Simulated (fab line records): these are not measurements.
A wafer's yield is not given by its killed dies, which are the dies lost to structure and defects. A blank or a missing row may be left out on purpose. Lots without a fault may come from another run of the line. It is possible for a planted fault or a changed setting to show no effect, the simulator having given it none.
fab line records	flow sky130
[record] lots = 7	wafers = 21	last-day = 50
route steps=708 shown LI_CONTACT@383 LOCAL_INTERCONNECT@387
lots that met no fault: taken from a fault-free run of the same line
start-h: the number of hours between the record's first day and the start of the first shown wafer of the lot	wait-h: hours elapsed since this lot's preceding step	" unchanged from the row above	L1.1+2: several wafers, shown together as one row	- no value, or no start given	* or withheld: withheld	< > ~ a bound
route shown NAME@n: a module of which the file shows steps, and the number in the route of the first	usual: mean/standard deviation of fault-free wafers	same: alike in all rows	chamber/n: place in a boat	sites: the reading at each site	_std_site: standard deviation across them	_edge_site: the outer-site mean with the inner-site mean subtracted	radius-mm: for every site, how far away it sits from the centre of the wafer	mask NAME#n: copy n	behind: the most recent tool/chamber to have shaped the wafer	hold: what put the lot on hold/how long, in hours/how the hold closed	device: which transistor (n, p or np) failed to switch	end of line: the route-end tests of the same wafers	a step without rows: its recipe alone	killed: count of dies lost to structure and defects at first sort (not the wafer's yield)	map: per-die view of a wafer (x killed, . not killed, _ where there is no die)
set.NAME: the setting as run; set.NAME@STEP: as run at that earlier step	model.NAME: the simulator's own value behind a step, which no gauge read
lots seen at some steps along the route; tables by step, rows by wafer
services: from which hour (start-h, from the record's first day; less than 0 if before it) a tool's chamber was out of use, for how many hours, and why
[[steps]]
[step SKY_LI_CONTACT_CVD_21]
[recipe] material = W	target-thk-nm = 400	time-s = 120.56	temp-c = 400	pressure-torr = 40
[usual] heater-power-w = 818/57
lot.wafer	tool	chamber	start-h	wait-h	heater-power-w
L831.4	cvd-w-01	1	727.28	0.1	710
L831.5	"	1	"	"	746
L831.6	"	0	"	"	863
L832.1	cvd-w-02	0	732.36	0.0	784
L832.3	"	1	"	"	845
L832.4	"	0	"	"	784
L833.1	cvd-w-02	0	739.63	0.0	769
L833.2	"	1	"	"	845
L833.5	"	0	"	"	774
L834.1	cvd-w-01	0	757.19	0.0	869
L834.3	"	0	"	"	873
L834.6	"	0	"	"	848
L840.1	cvd-w-02	0	793.69	0.0	798
L840.2	"	1	"	"	865
L840.3	"	1	"	"	854
L841.1	cvd-w-02	0	804.76	0.0	781
L841.2	"	1	"	"	857
L841.4	"	0	"	"	788
L845.1	cvd-w-01	1	837.49	0.0	725
L845.2	"	0	"	"	877
L845.6	"	0	"	"	883
[step SKY_LI_CONTACT_RS_MEAS_22]
[recipe] thk-meas-gauge = four-point-probe	reads = W_of_LI_CONTACT_CVD_21+TiN_of_LI_CONTACT_SPUTTER_20+Ti_of_LI_CONTACT_SPUTTER_19
[usual] LI_CONTACT_W_RS = 0.286/0.0034
lot.wafer	tool	chamber	start-h	wait-h	LI_CONTACT_W_RS[ohm/sq]
L831.4	film-metro-02	-	727.42	0.1	0.289
L831.5	"	-	"	"	0.288
L831.6	"	-	"	"	0.283
L832.1	film-metro-02	-	732.49	0.1	0.286
L832.3	"	-	"	"	0.285
L832.4	"	-	"	"	0.288
L833.1	film-metro-02	-	739.75	0.1	0.288
L833.2	"	-	"	"	0.288
L833.5	"	-	"	"	0.285
L834.1	film-metro-04	-	757.31	0.1	0.287
L834.3	"	-	"	"	0.279
L834.6	"	-	"	"	0.281
L840.1	film-metro-02	-	793.82	0.1	0.285
L840.2	"	-	"	"	0.286
L840.3	"	-	"	"	0.286
L841.1	film-metro-04	-	804.89	0.1	0.285
L841.2	"	-	"	"	0.285
L841.4	"	-	"	"	0.288
L845.1	film-metro-04	-	837.61	0.1	0.291
L845.2	"	-	"	"	0.281
L845.6	"	-	"	"	0.283
[step SKY_LI_CONTACT_THK_MEAS_23]
[recipe] thk-meas-gauge = xrf	reads = W_of_LI_CONTACT_CVD_21
[usual] LI_CONTACT_W_THK = 389/5.4
lot.wafer	tool	chamber	start-h	wait-h	LI_CONTACT_W_THK[nm]
L831.4	film-metro-02	-	727.51	0.1	391
L831.5	"	-	"	"	389
L831.6	"	-	"	"	398
L832.1	film-metro-02	-	732.61	0.1	396
L832.3	"	-	"	"	397
L832.4	"	-	"	"	392
L833.1	film-metro-02	-	739.87	0.1	392
L833.2	"	-	"	"	390
L833.5	"	-	"	"	395
L834.1	film-metro-04	-	757.43	0.1	385
L834.3	"	-	"	"	396
L834.6	"	-	"	"	395
L840.1	film-metro-02	-	793.94	0.1	391
L840.2	"	-	"	"	389
L840.3	"	-	"	"	392
L841.1	film-metro-04	-	805.01	0.1	388
L841.2	"	-	"	"	391
L841.4	"	-	"	"	385
L845.1	film-metro-04	-	837.73	0.1	387
L845.2	"	-	"	"	399
L845.6	"	-	"	"	396
[step SKY_LI_CONTACT_CMP_24]
[recipe] stop-on = PSG	t-overpolish-s = 20	down-force-psi = 3.5	platen-rpm = 60	target-thk-nm = 0	pad-velocity-m-s = 0.94248
[usual] motor-current-A = 10.5/1.2	overpolish-run-s = 19.999/0.0088	time-to-endpoint-s = 95/4.4
lot.wafer	tool	chamber	start-h	wait-h	motor-current-A	overpolish-run-s	time-to-endpoint-s
L831.4	cmp-01	3	727.54	0.0	9.3	20.008	98
L831.5	"	3	"	"	9.3	19.998	98
L831.6	"	0	"	"	9.3	20.001	104
L832.4	cmp-02	0	732.67	0.0	11.1	19.987	98
L832.1	"	1	"	"	9.7	20.013	93
L832.3	"	3	"	"	11.3	19.993	88
L833.1	cmp-02	2	739.93	0.1	12.8	19.991	88
L833.2	"	1	"	"	9.2	20.009	94
L833.5	"	2	"	"	12.7	20.005	91
L834.1	cmp-01	2	757.54	0.1	11.2	19.989	97
L834.3	"	3	"	"	9.5	20.001	100
L834.6	"	1	"	"	10.2	19.988	103
L840.3	cmp-01	2	794.00	0.0	11.2	19.999	91
L840.1	"	3	"	"	9.3	20.012	94
L840.2	"	1	"	"	10.6	20.009	95
L841.4	cmp-01	2	805.07	0.0	10.6	20.005	95
L841.1	"	3	"	"	8.9	20.004	96
L841.2	"	1	"	"	10.5	19.981	95
L845.1	cmp-02	0	837.84	0.1	11.0	19.993	94
L845.2	"	2	"	"	12.4	20.007	93
L845.6	"	0	"	"	11.0	19.999	93
[step SKY_LOCAL_INTERCONNECT_SPUTTER_00]
[recipe] material = TiN	target-thk-nm = 100	temp-c = 300	power-w = 6500	time-s = 83.3	chamber-pressure-pa = 0.4
[usual] throttle-valve-pct = 30.2/0.79
lot.wafer	tool	chamber	start-h	wait-h	throttle-valve-pct
L831.4	pvd-sputter-04	-	727.84	0.2	29.9
L831.5	"	-	"	"	30.4
L831.6	"	-	"	"	28.8
L832.1	pvd-sputter-04	-	732.97	0.2	29.5
L832.3	"	-	"	"	30.7
L832.4	"	-	"	"	31.2
L833.1	pvd-sputter-02	-	740.23	0.2	30.4
L833.2	"	-	"	"	31.8
L833.5	"	-	"	"	29.5
L834.1	pvd-sputter-04	-	757.79	0.2	30.5
L834.3	"	-	"	"	29.4
L834.6	"	-	"	"	28.8
L840.1	pvd-sputter-02	-	794.30	0.2	29.7
L840.2	"	-	"	"	31.5
L840.3	"	-	"	"	29.4
L841.1	pvd-sputter-03	-	805.37	0.2	30.7
L841.2	"	-	"	"	30.2
L841.4	"	-	"	"	29.1
L845.1	pvd-sputter-03	-	838.09	0.2	30.8
L845.2	"	-	"	"	30.9
L845.6	"	-	"	"	29.2
[step SKY_LOCAL_INTERCONNECT_RS_MEAS_01]
[recipe] thk-meas-gauge = four-point-probe	reads = TiN_of_LOCAL_INTERCONNECT_SPUTTER_00
[usual] LOCAL_INTERCONNECT_TIN_RS = 14.19/0.16
lot.wafer	tool	chamber	start-h	wait-h	LOCAL_INTERCONNECT_TIN_RS[ohm/sq]
L831.4	film-metro-04	-	727.97	0.1	13.88
L831.5	"	-	"	"	13.89
L831.6	"	-	"	"	13.96
L832.1	film-metro-02	-	733.03	0.0	13.74
L832.3	"	-	"	"	14.08
L832.4	"	-	"	"	14.00
L833.1	film-metro-04	-	740.30	0.0	14.04
L833.2	"	-	"	"	13.99
L833.5	"	-	"	"	14.30
L834.1	film-metro-04	-	757.86	0.0	14.34
L834.3	"	-	"	"	14.15
L834.6	"	-	"	"	14.20
L840.1	film-metro-03	-	794.36	0.0	14.22
L840.2	"	-	"	"	13.84
L840.3	"	-	"	"	14.03
L841.1	film-metro-02	-	805.43	0.0	14.08
L841.2	"	-	"	"	14.27
L841.4	"	-	"	"	14.20
L845.1	film-metro-03	-	838.16	0.0	13.97
L845.2	"	-	"	"	13.98
L845.6	"	-	"	"	14.17
[step SKY_LOCAL_INTERCONNECT_THK_MEAS_02]
[recipe] thk-meas-gauge = xrf	reads = TiN_of_LOCAL_INTERCONNECT_SPUTTER_00
[usual] LOCAL_INTERCONNECT_TIN_THK = 99.9/1.3
lot.wafer	tool	chamber	start-h	wait-h	LOCAL_INTERCONNECT_TIN_THK[nm]
L831.4	film-metro-04	-	728.06	0.1	101.3
L831.5	"	-	"	"	100.6
L831.6	"	-	"	"	101.2
L832.1	film-metro-02	-	733.15	0.1	102.5
L832.3	"	-	"	"	100.2
L832.4	"	-	"	"	100.5
L833.1	film-metro-04	-	740.42	0.1	100.0
L833.2	"	-	"	"	100.4
L833.5	"	-	"	"	98.1
L834.1	film-metro-04	-	757.98	0.1	98.2
L834.3	"	-	"	"	99.2
L834.6	"	-	"	"	99.1
L840.1	film-metro-03	-	794.48	0.1	100.6
L840.2	"	-	"	"	103.2
L840.3	"	-	"	"	101.7
L841.1	film-metro-02	-	805.55	0.1	100.7
L841.2	"	-	"	"	99.8
L841.4	"	-	"	"	100.2
L845.1	film-metro-03	-	838.28	0.1	101.4
L845.2	"	-	"	"	101.5
L845.6	"	-	"	"	100.3
[step SKY_LOCAL_INTERCONNECT_DEHYDRATE_03]
[recipe] temp-c = 200	time-s = 60
[step SKY_LOCAL_INTERCONNECT_HMDS_04]
[recipe] prime-time-s = 60	prime-temp-c = 120
[step SKY_LOCAL_INTERCONNECT_COAT_05]
[recipe] resist = BARC	temp-c = withheld	time-s = withheld	spin-rpm = 3000	resist-thk-nm = 60
[step SKY_LOCAL_INTERCONNECT_COAT_06]
[recipe] resist = KrF-thick	spin-rpm = 3000	resist-thk-nm = 450
[step SKY_LOCAL_INTERCONNECT_SOFTBAKE_07]
[recipe] temp-c = 100	time-s = 90	resist = KrF-thick
[step SKY_LOCAL_INTERCONNECT_EXPOSE_08]
[recipe] mask-id = LI1M	na = 0.8	source-shape = annular	sigma-inner = 0.55	sigma-outer = 0.85	target-cd-nm = 170	dose-mj = 28
[usual] exposure-dose-mJ-cm2 = 27.96/0.036	focus-offset-nm = -0.1/0.58
lot.wafer	tool	chamber	start-h	wait-h	mask	exposure-dose-mJ-cm2	focus-offset-nm
L831.4	krf-scanner-01	0	741.18	-	LI1M#0	27.96	0.4
L831.5	"	0	"	"	LI1M#0	27.93	0.8
L831.6	"	0	"	"	LI1M#0	27.96	0.1
L832.1	krf-scanner-02	-	746.52	-	LI1M#0	-	-
L832.3	"	-	"	"	LI1M#0	-	-
L832.4	"	-	"	"	LI1M#0	-	-
L833.1	krf-scanner-01	-	754.55	-	LI1M#0	-	-
L833.2	"	-	"	"	LI1M#0	-	-
L833.5	"	-	"	"	LI1M#0	-	-
L834.1	krf-scanner-02	-	771.27	-	LI1M#0	-	-
L834.3	"	-	"	"	LI1M#0	-	-
L834.6	"	-	"	"	LI1M#0	-	-
L840.1	krf-scanner-02	0	807.87	-	LI1M#0	27.98	-0.3
L840.2	"	0	"	"	LI1M#0	27.99	-0.4
L840.3	"	0	"	"	LI1M#0	27.98	-0.1
L841.1	krf-scanner-02	0	818.90	-	LI1M#0	28.01	-0.6
L841.2	"	0	"	"	LI1M#0	28.02	-0.3
L841.4	"	0	"	"	LI1M#0	27.98	-0.5
L845.1	krf-scanner-01	0	852.00	-	LI1M#0	27.90	0.4
L845.2	"	0	"	"	LI1M#0	27.95	0.6
L845.6	"	0	"	"	LI1M#0	27.93	1.0
[step SKY_LOCAL_INTERCONNECT_PEB_09]
[recipe] peb-temp-c = withheld	peb-time-s = withheld	resist = KrF-thick
[[services]]
tool	chamber	start-h	hours	kind
krf-scanner-02	-	706.04	6.1	repair
krf-scanner-02	-	720.01	1.3	pm
krf-scanner-02	-	737.68	3.6	pm
cmp-01	-	744.28	4.0	pm
cmp-02	-	745.99	28.9	repair
krf-scanner-02	-	756.49	0.8	pm
krf-scanner-01	-	758.23	1.3	pm
krf-scanner-01	-	759.85	4.4	pm
cmp-02	-	762.36	4.1	repair
cvd-w-02	0	765.72	3.3	repair
krf-scanner-01	-	766.18	0.8	pm
pvd-sputter-04	-	767.78	13.7	repair
cmp-01	-	768.26	1.4	repair
krf-scanner-01	-	772.93	1.0	pm
cvd-w-01	1	783.49	13.5	repair
krf-scanner-02	-	799.29	0.8	repair
cmp-02	-	801.89	5.1	repair
krf-scanner-01	-	808.86	0.4	repair
krf-scanner-01	-	816.71	3.2	repair
cvd-w-02	0	817.50	5.8	repair
cmp-01	-	820.14	0.9	repair
cmp-01	-	820.98	0.3	repair
krf-scanner-01	-	832.60	0.1	repair
cmp-01	-	839.81	2.3	repair
[[key]]
[first-sign] step = SKY_LOCAL_INTERCONNECT_EXPOSE_08	reading = tool-record	direction = missing
effect none on later readings
met-at SKY_LOCAL_INTERCONNECT_EXPOSE_08
struck-wafers L832.1,L832.3,L832.4,L833.1,L833.2,L833.5,L834.1,L834.3,L834.6
later-rows-left-out L832.1,L832.3,L832.4,L833.1,L833.2,L833.5,L834.1,L834.3,L834.6
sort-left-out L832.1,L832.3,L832.4,L833.1,L833.2,L833.5,L834.1,L834.3,L834.6
tester-left-out L832,L833,L834
onset-between 741.18 746.52
[fault] kind = skipped-step-whole	tool = krf-scanner-01,krf-scanner-02	chamber = -	onset-h = 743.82	steps = SKY_LOCAL_INTERCONNECT_EXPOSE_08	scope = struck-lots-only
// tester-left-out: of these lots the tester's yield and bins aren't shown, on N5 and GAA mostly nor the transistor test; their killed dies are dies lost to structure and defects alone, not to doping, threshold or leakage, so they don't give the yield
// sort-left-out: the simulated sort isn't trusted on such a fault, so these wafers' sort isn't shown, and their yield isn't known
// later-rows-left-out: the simulator's readings of these wafers behind a module that went badly wrong aren't trusted and aren't shown, but for the sort
